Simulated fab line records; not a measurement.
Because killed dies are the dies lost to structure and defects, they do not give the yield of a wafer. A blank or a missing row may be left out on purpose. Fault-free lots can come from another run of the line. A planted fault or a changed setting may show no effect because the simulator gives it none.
Comparing a struck lot with a sound one :: flow gf180mcu :: 43 steps out of a route of 602
Sound: the wafers L420.1, L420.4, L420.5. Wafers L410.2, L410.3, L410.5 were the ones struck. The cause is given at the end.
Each step with rows lists, per side, the tool, then ch with its chambers, then its first start. Under that, the readings that differ: sound wafers :: struck wafers :: difference of the means :: sigmas: that difference in standard deviations of wafers without a fault.
alike: same words and numbers on both sides, and readings whose means sit less than 2 such deviations apart. not compared: any withheld reading, any reading some wafer has no value for, any bound like >300 that may hide the same value, and any number with overlapping values for which the record gives no deviation.
The two part at a step that has a row with sigmas, a row that says differs or no value, or rows on one side only. Numbers that don't overlap but have no deviation are shown without sigmas and don't part them. A reading that every wafer of one side lacks parts them only if that side has two wafers or more.

first, 1 step without rows for these wafers: GF_LVPWELL_IMPLANT_09.
GF_LVPWELL_STRIP_10: strips in O2/N2.
  sound on plasma_asher-02 ch 1, day 7 10:03; struck on plasma_asher-01 ch 0,1, day 4 23:37
reading: drypump_motor_current_A (A)
sound: 6.7 6.6 6.7
struck: 5.2 5.6 5.6
difference: -1.2
sigmas: -3
  alike: heater_power_w, oes_product_au, strip_time_to_endpoint_s
  not compared: rf_hours_counter_h
GF_LVPWELL_TW_MEAS_11:
  sound on film_metro-02 at day 7 10:09; struck on film_metro-02 at day 4 23:43
  alike: LVPWELL_TW
then, 7 steps without rows for these wafers: GF_MVSD_DEHYDRATE_00 (time 60 s); GF_MVSD_HMDS_01 (prime time 60 s); GF_MVSD_COAT_02 (resist thk 3000 nm); GF_MVSD_SOFTBAKE_03; GF_MVSD_EXPOSE_04 (exposes mask MVSD, target cd 1000 nm); GF_MVSD_PEB_05; GF_MVSD_DEVELOP_06 (develop time 60 s).
GF_MVSD_OVL_MEAS_07:
  sound on overlay-01 at day 8 02:25; struck on overlay-02 at day 5 13:31
  alike: MVSD_OVL
after that, 1 step had no rows for these wafers: GF_MVSD_IMPLANT_08.
GF_MVSD_IMPLANT_09:
  sound on implanter-01 ch 0, day 8 02:36; struck on implanter-03, day 5 13:44
  no value came back on the struck wafers for beam_energy_keV, beam_on_s (s); on the sound wafers beam_energy_keV reads 100.00 100.00 99.99
GF_MVSD_STRIP_10: strips in O2/N2.
  sound on plasma_asher-01 ch 0,1, day 8 02:45; struck on plasma_asher-04 ch 0,1, day 5 13:51
reading: drypump_motor_current_A (A)
sound: 5.2 5.6 5.2
struck: 6.2 5.8 6.2
difference: +0.7
sigmas: +2
  alike: heater_power_w, oes_product_au, strip_time_to_endpoint_s
  not compared: rf_hours_counter_h
GF_MVSD_TW_MEAS_11:
  sound on film_metro-03 at day 8 02:51; struck on film_metro-02 at day 5 13:58
reading: MVSD_TW
sound: 1607 1600 1608
struck: 1530 1526 1523
difference: -79
sigmas: -9
then, 7 steps without rows for these wafers: GF_MVPSD_DEHYDRATE_00 (time 60 s); GF_MVPSD_HMDS_01 (prime time 60 s); GF_MVPSD_COAT_02 (resist thk 3000 nm); GF_MVPSD_SOFTBAKE_03; GF_MVPSD_EXPOSE_04 (exposes mask MVPSD, target cd 1000 nm); GF_MVPSD_PEB_05; GF_MVPSD_DEVELOP_06 (develop time 60 s).
GF_MVPSD_OVL_MEAS_07:
  sound on overlay-01 at day 8 19:10; struck on overlay-01 at day 6 04:10
  alike: MVPSD_OVL
then, 2 steps without rows for these wafers: GF_MVPSD_IMPLANT_08; GF_MVPSD_IMPLANT_09.
GF_MVPSD_STRIP_10: strips in O2/N2.
  sound on plasma_asher-02 ch 0,1, day 8 19:30; struck on plasma_asher-02 ch 0,1, day 6 04:30
  alike: drypump_motor_current_A, heater_power_w, oes_product_au, strip_time_to_endpoint_s
  not compared: rf_hours_counter_h
GF_MVPSD_TW_MEAS_11:
  sound on film_metro-03 at day 8 19:36; struck on film_metro-01 at day 6 04:37
  alike: MVPSD_TW
then, 7 steps without rows for these wafers: GF_VT_IMPLANT_DEHYDRATE_00 (time 60 s); GF_VT_IMPLANT_HMDS_01 (prime time 60 s); GF_VT_IMPLANT_COAT_02 (resist thk 1000 nm); GF_VT_IMPLANT_SOFTBAKE_03 (time 60 s); GF_VT_IMPLANT_EXPOSE_04 (exposes mask LVPWELL LV AREA, target cd 600 nm); GF_VT_IMPLANT_PEB_05; GF_VT_IMPLANT_DEVELOP_06 (develop time 60 s).
GF_VT_IMPLANT_OVL_MEAS_07:
  sound on overlay-02 at day 9 12:58; struck on overlay-01 at day 6 20:04
  alike: VT_IMPLANT_OVL
after that, 1 step had no rows for these wafers: GF_VT_IMPLANT_IMPLANT_08.
GF_VT_IMPLANT_STRIP_09: strips in O2/N2.
  sound on plasma_asher-02 ch 0,1, day 9 13:09; struck on plasma_asher-01 ch 0,1, day 6 20:15
reading: drypump_motor_current_A (A)
sound: 5.8 6.7 6.7
struck: 5.2 5.6 5.2
difference: -1.1
sigmas: -2
  alike: heater_power_w, oes_product_au, strip_time_to_endpoint_s
  not compared: rf_hours_counter_h
GF_VT_IMPLANT_TW_MEAS_10:
  sound on film_metro-04 at day 9 13:15; struck on film_metro-04 at day 6 20:22
  alike: VT_IMPLANT_TW
then, 4 steps without rows for these wafers: GF_VT_IMPLANT_DEHYDRATE_11 (time 60 s); GF_VT_IMPLANT_HMDS_12 (prime time 60 s); GF_VT_IMPLANT_COAT_13 (resist thk 1000 nm); GF_VT_IMPLANT_SOFTBAKE_14 (time 60 s).
-- the record jumps here: 2 days lie between the struck wafers' starts before and after --
GF_VT_IMPLANT_RS_MEAS_46: measurement is done with a four-point probe.
  sound on film_metro-02 at day 11 19:43; struck on film_metro-01 at day 8 21:35
reading: MVSD_RS (ohm/sq)
sound: 457.6 456.1 455.5
struck: - - -
difference: no value on the struck wafers
sigmas: 

WHERE THEY PART
First at GF_LVPWELL_STRIP_10; last, within this record, at GF_VT_IMPLANT_RS_MEAS_46.

WHY: whatever the simulator had introduced
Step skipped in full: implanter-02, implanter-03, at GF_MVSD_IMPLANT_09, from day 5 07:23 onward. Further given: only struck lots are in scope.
